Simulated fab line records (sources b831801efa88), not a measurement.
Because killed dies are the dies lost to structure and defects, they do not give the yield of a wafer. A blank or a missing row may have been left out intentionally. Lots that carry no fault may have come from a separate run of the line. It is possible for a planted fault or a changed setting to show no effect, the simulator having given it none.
Split-lot trial / flow sfq line / 5 lots, 23 wafers read, on a route of 325 steps

== THE SPLIT ITSELF ==
At SFQ_TRILAYER_R5_LITHO_EXPOSE_137 (exposes mask R5, target cd 500 nm), the setting dose mj was moved away from the recipe's 14.4 on 8 of the 23 wafers read, by -6.8% to +5.4%. The other wafers ran this setting at the recipe's value.

== FROM THE SPLIT TO THE READING: what the file shows between them, 1 step ==
- SFQ_TRILAYER_R5_BARC_OPEN_METAL_ETCH_177: etches BARC in O2, target depth 125 nm, time 41.7 s (also split here: time s)

== THE READING ==
R5.cd nm (the simulator's own value, which no gauge read), in nm, at SFQ_TRILAYER_R5_ETCH_METAL_ETCH_139 (etches the open film in Cl2, stops on SiO2, target depth 60 nm, time 40 s). No usual value for it is given in the file. Average 499.8 nm, standard deviation 1 nm, over the 15 wafers here run with the recipe.

wafer=L075.2; tool, chamber at the split=krf scanner-01, 0; dose mj as run=14.4; against the recipe=recipe; R5.cd nm, nm=498.6; against lot-mates on the recipe=-
wafer=L075.3; tool, chamber at the split=krf scanner-01, 0; dose mj as run=13.61; against the recipe=-5.5%; R5.cd nm, nm=508.3; against lot-mates on the recipe=+9.7
wafer=L075.4; tool, chamber at the split=krf scanner-01, 0; dose mj as run=14.4; against the recipe=recipe; R5.cd nm, nm=499.7; against lot-mates on the recipe=-
wafer=L075.5; tool, chamber at the split=krf scanner-01, 0; dose mj as run=13.61; against the recipe=-5.5%; R5.cd nm, nm=507.7; against lot-mates on the recipe=+9.1
wafer=L075.6; tool, chamber at the split=krf scanner-01, 0; dose mj as run=14.4; against the recipe=recipe; R5.cd nm, nm=497.5; against lot-mates on the recipe=-
wafer=L077.1; tool, chamber at the split=krf scanner-01, 0; dose mj as run=14.4; against the recipe=recipe; R5.cd nm, nm=501.3; against lot-mates on the recipe=-
wafer=L077.2; tool, chamber at the split=krf scanner-01, 0; dose mj as run=13.42; against the recipe=-6.8%; R5.cd nm, nm=512.3; against lot-mates on the recipe=+11.3
wafer=L077.4; tool, chamber at the split=krf scanner-01, 0; dose mj as run=13.42; against the recipe=-6.8%; R5.cd nm, nm=512.1; against lot-mates on the recipe=+11.1
wafer=L077.5; tool, chamber at the split=krf scanner-01, 0; dose mj as run=13.42; against the recipe=-6.8%; R5.cd nm, nm=514.2; against lot-mates on the recipe=+13.2
wafer=L077.6; tool, chamber at the split=krf scanner-01, 0; dose mj as run=14.4; against the recipe=recipe; R5.cd nm, nm=500.7; against lot-mates on the recipe=-
wafer=L079.1; tool, chamber at the split=krf scanner-01, 0; dose mj as run=14.4; against the recipe=recipe; R5.cd nm, nm=500.9; against lot-mates on the recipe=-
wafer=L079.4; tool, chamber at the split=krf scanner-01, 0; dose mj as run=14.4; against the recipe=recipe; R5.cd nm, nm=500; against lot-mates on the recipe=-
wafer=L079.6; tool, chamber at the split=krf scanner-01, 0; dose mj as run=14.4; against the recipe=recipe; R5.cd nm, nm=499.3; against lot-mates on the recipe=-
wafer=L080.1; tool, chamber at the split=krf scanner-01, 0; dose mj as run=14.4; against the recipe=recipe; R5.cd nm, nm=501.1; against lot-mates on the recipe=-
wafer=L080.2; tool, chamber at the split=krf scanner-01, 0; dose mj as run=14.4; against the recipe=recipe; R5.cd nm, nm=499.8; against lot-mates on the recipe=-
wafer=L080.3; tool, chamber at the split=krf scanner-01, 0; dose mj as run=14.4; against the recipe=recipe; R5.cd nm, nm=499.4; against lot-mates on the recipe=-
wafer=L080.5; tool, chamber at the split=krf scanner-01, 0; dose mj as run=14.4; against the recipe=recipe; R5.cd nm, nm=499.1; against lot-mates on the recipe=-
wafer=L080.6; tool, chamber at the split=krf scanner-01, 0; dose mj as run=14.4; against the recipe=recipe; R5.cd nm, nm=500; against lot-mates on the recipe=-
wafer=L084.1; tool, chamber at the split=krf scanner-02, 0; dose mj as run=15.18; against the recipe=+5.4%; R5.cd nm, nm=492.1; against lot-mates on the recipe=-7.9
wafer=L084.2; tool, chamber at the split=krf scanner-02, 0; dose mj as run=14.4; against the recipe=recipe; R5.cd nm, nm=499.3; against lot-mates on the recipe=-
wafer=L084.3; tool, chamber at the split=krf scanner-02, 0; dose mj as run=14.4; against the recipe=recipe; R5.cd nm, nm=500.8; against lot-mates on the recipe=-
wafer=L084.5; tool, chamber at the split=krf scanner-02, 0; dose mj as run=15.18; against the recipe=+5.4%; R5.cd nm, nm=491.8; against lot-mates on the recipe=-8.2
wafer=L084.6; tool, chamber at the split=krf scanner-02, 0; dose mj as run=15.18; against the recipe=+5.4%; R5.cd nm, nm=491.9; against lot-mates on the recipe=-8.2

THE FIT
A straight line over all 23 wafers: R5.cd nm changes by -1.67 nm for each +1% of dose mj; r = -0.98; the points scatter about the line by 1.2 nm.
The same after taking each lot's own level away (the mean of its wafers on the recipe; 23 wafers): -1.65 nm for each +1%; r = -0.99; scatter 0.78 nm.
According to that fit, moving dose mj by its largest amount changes the reading by 11 nm.
From 498.60 to 501.00 nm: that is the span of the lots' own levels, equal to 2.4 times the standard deviation above.
The two slopes are in agreement: the lot-to-lot level therefore moves the slope only a little.
Check: for one of the wafers moved furthest among these (-6.8%), held out of the fit, the line's prediction against its lot-mates is +11.5 nm. It came out at +11.3 nm against them.

== THE OTHER SPLITS THESE WAFERS WENT THROUGH ==
Other splits were also applied to these wafers ahead of the reading. Each is held against what the fit with the lots' levels taken away leaves over:
other split on the same wafers=SFQ_TRILAYER_JJ_CE_ETCH_RIE_118 bias w; wafers away from the commonest value=7; r with R5.cd nm (lot level and that fit taken away)=+0.09
other split on the same wafers=SFQ_TRILAYER_M5_LITHO_EXPOSE_124 dose mj; wafers away from the commonest value=6; r with R5.cd nm (lot level and that fit taken away)=-0.05
other split on the same wafers=SFQ_TRILAYER_R5_BARC_OPEN_METAL_ETCH_177 time s; wafers away from the commonest value=10; r with R5.cd nm (lot level and that fit taken away)=+0.22

== THE WHOLE CHAIN: every reading that the file lists as answering this split, in the file's order ==
step=SFQ_TRILAYER_R5_BARC_OPEN_METAL_ETCH_177; what it does=etches BARC in O2, target depth 125 nm, time 41.7 s; reading=R5.cd nm (the simulator's own value, which no gauge read); change (the file's fit)=-1.64 nm for each +1% of the setting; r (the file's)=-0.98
step=SFQ_TRILAYER_R5_ETCH_METAL_ETCH_139; what it does=etches the open film in Cl2, stops on SiO2, target depth 60 nm, time 40 s; reading=R5.cd nm (the simulator's own value, which no gauge read); change (the file's fit)=-1.66 nm for each +1% of the setting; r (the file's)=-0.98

== THE FILE'S OWN FIT ==
R5.cd nm changes by -1.66 nm for each +1% of dose mj, r = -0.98.
